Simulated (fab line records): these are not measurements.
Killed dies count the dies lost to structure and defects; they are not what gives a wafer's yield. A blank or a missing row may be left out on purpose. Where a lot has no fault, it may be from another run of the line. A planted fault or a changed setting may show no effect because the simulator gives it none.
Shared-tool check || flow sky130 || 10 lots and 30 wafers in the sample

THE REASON FOR OPENING IT
4 of 10 lots carry a flag on the reading LDD_LDN_TW at SKY_LDD_LDN_TW_MEAS_13. Fault-free wafers read 1479, with a standard deviation of 8.8.
Rule: flag the lot when none of its wafers has a number, or when each of its wafers that has one lies beyond 4 standard deviations from that mean. As for the other lots, they are considered sound.

{"lot": "L947", "measured": "day 23 05:54", "on": "filmMetro-04", "LDD_LDN_TW, wafer by wafer": "1497 1493 1498", "flag": ""}
{"lot": "L948", "measured": "day 23 06:57", "on": "filmMetro-03", "LDD_LDN_TW, wafer by wafer": "1468 1471 1474", "flag": ""}
{"lot": "L949", "measured": "day 23 22:01", "on": "filmMetro-04", "LDD_LDN_TW, wafer by wafer": "1496 1487 1486", "flag": ""}
{"lot": "L950", "measured": "day 24 02:52", "on": "filmMetro-03", "LDD_LDN_TW, wafer by wafer": "1477 1482 1474", "flag": ""}
{"lot": "L951", "measured": "day 24 09:03", "on": "filmMetro-03", "LDD_LDN_TW, wafer by wafer": "1477 1478 1471", "flag": ""}
{"lot": "L952", "measured": "day 25 00:33", "on": "filmMetro-03", "LDD_LDN_TW, wafer by wafer": "1477 1479 1474", "flag": ""}
{"lot": "L955", "measured": "day 26 00:19", "on": "filmMetro-04", "LDD_LDN_TW, wafer by wafer": "1417 1416 1414", "flag": "FLAGGED"}
{"lot": "L956", "measured": "day 26 08:37", "on": "filmMetro-03", "LDD_LDN_TW, wafer by wafer": "1412 1411 1414", "flag": "FLAGGED"}
{"lot": "L957", "measured": "day 26 16:33", "on": "filmMetro-04", "LDD_LDN_TW, wafer by wafer": "1426 1418 1413", "flag": "FLAGGED"}
{"lot": "L958", "measured": "day 27 03:40", "on": "filmMetro-03", "LDD_LDN_TW, wafer by wafer": "1400 1413 1399", "flag": "FLAGGED"}
The mean of the flagged lots' numbers is 1413, -66 from the usual (-8 standard deviations).

TOOL THAT RAN EACH LOT
The record holds 1 process step before the reading, out of a route of 708 steps. Read each cell as the tool, then ch plus the chambers that the sampled wafers visited, then the start.
{"lot": "L947", "flag": "", "SKY_LDD_LDN_IMPLANT_08": "implanter-01 ch 0, day 23 05:12"}
{"lot": "L948", "flag": "", "SKY_LDD_LDN_IMPLANT_08": "implanter-04 ch 0, day 23 06:16"}
{"lot": "L949", "flag": "", "SKY_LDD_LDN_IMPLANT_08": "implanter-01 ch 0, day 23 21:19"}
{"lot": "L950", "flag": "", "SKY_LDD_LDN_IMPLANT_08": "implanter-03 ch 0, day 24 02:12"}
{"lot": "L951", "flag": "", "SKY_LDD_LDN_IMPLANT_08": "implanter-01 ch 0, day 24 08:22"}
{"lot": "L952", "flag": "", "SKY_LDD_LDN_IMPLANT_08": "implanter-01 ch 0, day 24 23:51"}
{"lot": "L955", "flag": "FLAGGED", "SKY_LDD_LDN_IMPLANT_08": "implanter-01 ch 0, day 25 23:37"}
{"lot": "L956", "flag": "FLAGGED", "SKY_LDD_LDN_IMPLANT_08": "implanter-01 ch 0, day 26 07:52"}
{"lot": "L957", "flag": "FLAGGED", "SKY_LDD_LDN_IMPLANT_08": "implanter-03 ch 0, day 26 15:51"}
{"lot": "L958", "flag": "FLAGGED", "SKY_LDD_LDN_IMPLANT_08": "implanter-04 ch 0, day 27 02:59"}
These steps, and what they do:
- SKY_LDD_LDN_IMPLANT_08
- SKY_LDD_LDN_TW_MEAS_13

FLAGGED AGAINST TOTAL, ONE TOOL AT A TIME (gauges that did the reading follow at the end)
{"step": "SKY_LDD_LDN_IMPLANT_08", "tool": "implanter-01", "lots run": 6, "flagged": 2, "share of the flagged lots": "some", "sound lots run after its first flagged lot": 0}
{"step": "SKY_LDD_LDN_IMPLANT_08", "tool": "implanter-03", "lots run": 2, "flagged": 1, "share of the flagged lots": "some", "sound lots run after its first flagged lot": 0}
{"step": "SKY_LDD_LDN_IMPLANT_08", "tool": "implanter-04", "lots run": 2, "flagged": 1, "share of the flagged lots": "some", "sound lots run after its first flagged lot": 0}
{"step": "SKY_LDD_LDN_TW_MEAS_13", "tool": "filmMetro-03", "lots run": 6, "flagged": 2, "share of the flagged lots": "some", "sound lots run after its first flagged lot": 0}
{"step": "SKY_LDD_LDN_TW_MEAS_13", "tool": "filmMetro-04", "lots run": 4, "flagged": 2, "share of the flagged lots": "some", "sound lots run after its first flagged lot": 0}

WHAT IS ALLOWED BY THE TABLE
No row of the table ran every flagged lot.

WHAT THE SIMULATOR HAD PUT IN
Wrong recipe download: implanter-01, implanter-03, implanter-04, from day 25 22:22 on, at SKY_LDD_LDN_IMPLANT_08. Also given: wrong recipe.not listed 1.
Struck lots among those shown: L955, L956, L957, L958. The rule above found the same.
